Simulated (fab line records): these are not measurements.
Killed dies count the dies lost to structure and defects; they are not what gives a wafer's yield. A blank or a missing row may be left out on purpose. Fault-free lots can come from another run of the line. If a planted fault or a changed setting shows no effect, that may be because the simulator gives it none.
Commonality check across tools / flow gf180mcu / 12 lots, 36 wafers sampled

== WHY THIS WAS OPENED ==
2 of 12 lots carry a flag on the reading PSD_TW at GF_PSD_TW_MEAS_11. Fault-free wafers read 3187, with a standard deviation of 29.
Rule: a lot is flagged when every wafer of it that has a number lies more than 4 standard deviations from that mean, or none has a number. As for the other lots, they are considered sound.

lot=L232; measured=day 16 01:07; on=film metro-04; PSD_TW, wafer by wafer=3204 3209 3200; flag=
lot=L233; measured=day 16 09:25; on=film metro-02; PSD_TW, wafer by wafer=3163 3168 3166; flag=
lot=L234; measured=day 16 15:30; on=film metro-03; PSD_TW, wafer by wafer=3223 3236 3239; flag=
lot=L235; measured=day 17 02:14; on=film metro-02; PSD_TW, wafer by wafer=3353 3357 3350; flag=FLAGGED
lot=L236; measured=day 17 12:34; on=film metro-02; PSD_TW, wafer by wafer=3345 3356 3333; flag=FLAGGED
lot=L239; measured=day 18 14:41; on=film metro-02; PSD_TW, wafer by wafer=3147 3155 3156; flag=
lot=L244; measured=day 20 12:22; on=film metro-04; PSD_TW, wafer by wafer=3196 3198 3202; flag=
lot=L245; measured=day 20 15:38; on=film metro-04; PSD_TW, wafer by wafer=3182 3203 3173; flag=
lot=L246; measured=day 20 23:29; on=film metro-02; PSD_TW, wafer by wafer=3136 3151 3158; flag=
lot=L247; measured=day 21 03:34; on=film metro-04; PSD_TW, wafer by wafer=3209 3182 3195; flag=
lot=L248; measured=day 21 14:10; on=film metro-04; PSD_TW, wafer by wafer=3191 3198 3197; flag=
lot=L249; measured=day 21 22:53; on=film metro-02; PSD_TW, wafer by wafer=3153 3156 3150; flag=
The mean of the flagged lots' numbers is 3349, +162 from the usual (+6 standard deviations).

== LOT BY LOT: THE TOOL USED ==
2 process steps preceding the reading are held in the record, out of 602 steps in the route. Read each cell as the tool, then ch plus the chambers that the sampled wafers visited, then the start.
lot=L232; flag=; GF_PSD_IMPLANT_09=implanter-01 ch 0, day 16 00:52; GF_PSD_STRIP_10=plasma asher-03 ch 0,1, day 16 01:01
lot=L233; flag=; GF_PSD_IMPLANT_09=implanter-03 ch 0, day 16 09:10; GF_PSD_STRIP_10=plasma asher-04 ch 0,1, day 16 09:19
lot=L234; flag=; GF_PSD_IMPLANT_09=implanter-01 ch 0, day 16 15:17; GF_PSD_STRIP_10=plasma asher-02 ch 0,1, day 16 15:25
lot=L235; flag=FLAGGED; GF_PSD_IMPLANT_09=implanter-01 ch 0, day 17 02:01; GF_PSD_STRIP_10=plasma asher-02 ch 0,1, day 17 02:09
lot=L236; flag=FLAGGED; GF_PSD_IMPLANT_09=implanter-01 ch 0, day 17 12:20; GF_PSD_STRIP_10=plasma asher-03 ch 0,1, day 17 12:28
lot=L239; flag=; GF_PSD_IMPLANT_09=implanter-04 ch 0, day 18 14:26; GF_PSD_STRIP_10=plasma asher-04 ch 0,1, day 18 14:35
lot=L244; flag=; GF_PSD_IMPLANT_09=implanter-04 ch 0, day 20 12:07; GF_PSD_STRIP_10=plasma asher-03 ch 0,1, day 20 12:16
lot=L245; flag=; GF_PSD_IMPLANT_09=implanter-04 ch 0, day 20 15:23; GF_PSD_STRIP_10=plasma asher-04 ch 0,1, day 20 15:32
lot=L246; flag=; GF_PSD_IMPLANT_09=implanter-03 ch 0, day 20 23:16; GF_PSD_STRIP_10=plasma asher-04 ch 0,1, day 20 23:23
lot=L247; flag=; GF_PSD_IMPLANT_09=implanter-04 ch 0, day 21 03:19; GF_PSD_STRIP_10=plasma asher-04 ch 0,1, day 21 03:28
lot=L248; flag=; GF_PSD_IMPLANT_09=implanter-01 ch 0, day 21 13:55; GF_PSD_STRIP_10=plasma asher-04 ch 0,1, day 21 14:04
lot=L249; flag=; GF_PSD_IMPLANT_09=implanter-03 ch 0, day 21 22:38; GF_PSD_STRIP_10=plasma asher-02 ch 0,1, day 21 22:47
What the steps here do:
- GF_PSD_IMPLANT_09
- GF_PSD_STRIP_10: strips in O2/N2.
- GF_PSD_TW_MEAS_11

== FLAGGED OVER TOTAL, TOOL BY TOOL (the gauges that took the reading come last) ==
step=GF_PSD_IMPLANT_09; tool=implanter-01; lots run=5; flagged=2; share of the flagged lots=all; sound lots run after its first flagged lot=1 (L248)
step=GF_PSD_IMPLANT_09; tool=implanter-03; lots run=3; flagged=0; share of the flagged lots=none; sound lots run after its first flagged lot=-
step=GF_PSD_IMPLANT_09; tool=implanter-04; lots run=4; flagged=0; share of the flagged lots=none; sound lots run after its first flagged lot=-
step=GF_PSD_STRIP_10; tool=plasma asher-02; lots run=3; flagged=1; share of the flagged lots=some; sound lots run after its first flagged lot=1 (L249)
step=GF_PSD_STRIP_10; tool=plasma asher-03; lots run=3; flagged=1; share of the flagged lots=some; sound lots run after its first flagged lot=1 (L244)
step=GF_PSD_STRIP_10; tool=plasma asher-04; lots run=6; flagged=0; share of the flagged lots=none; sound lots run after its first flagged lot=-
step=GF_PSD_TW_MEAS_11; tool=film metro-02; lots run=6; flagged=2; share of the flagged lots=all; sound lots run after its first flagged lot=3 (L239,L246,L249)
step=GF_PSD_TW_MEAS_11; tool=film metro-03; lots run=1; flagged=0; share of the flagged lots=none; sound lots run after its first flagged lot=-
step=GF_PSD_TW_MEAS_11; tool=film metro-04; lots run=5; flagged=0; share of the flagged lots=none; sound lots run after its first flagged lot=-

== WHAT THE TABLE ALLOWS ==
implanter-01 at GF_PSD_IMPLANT_09 and film metro-02 at GF_PSD_TW_MEAS_11 are the 2 rows of the table that ran each flagged lot.
- implanter-01 at GF_PSD_IMPLANT_09: 2 of its 5 lots flagged. Lots that were sound ran on it after the first flagged one (L248); a persistent fault on the entire tool would not allow that. Its own readings lie more than 4 standard deviations out on every wafer of the flagged lots: beam on s, end station pressure torr, faraday current uA.
- film metro-02 at GF_PSD_TW_MEAS_11: 2 of its 6 lots flagged. Lots that were sound ran on it after the first flagged one (L239, L246, L249); a persistent fault on the entire tool would not allow that.
Every row of the table either missed a flagged lot or ran a sound lot after the first.

== WHAT THE SIMULATOR PUT IN ==
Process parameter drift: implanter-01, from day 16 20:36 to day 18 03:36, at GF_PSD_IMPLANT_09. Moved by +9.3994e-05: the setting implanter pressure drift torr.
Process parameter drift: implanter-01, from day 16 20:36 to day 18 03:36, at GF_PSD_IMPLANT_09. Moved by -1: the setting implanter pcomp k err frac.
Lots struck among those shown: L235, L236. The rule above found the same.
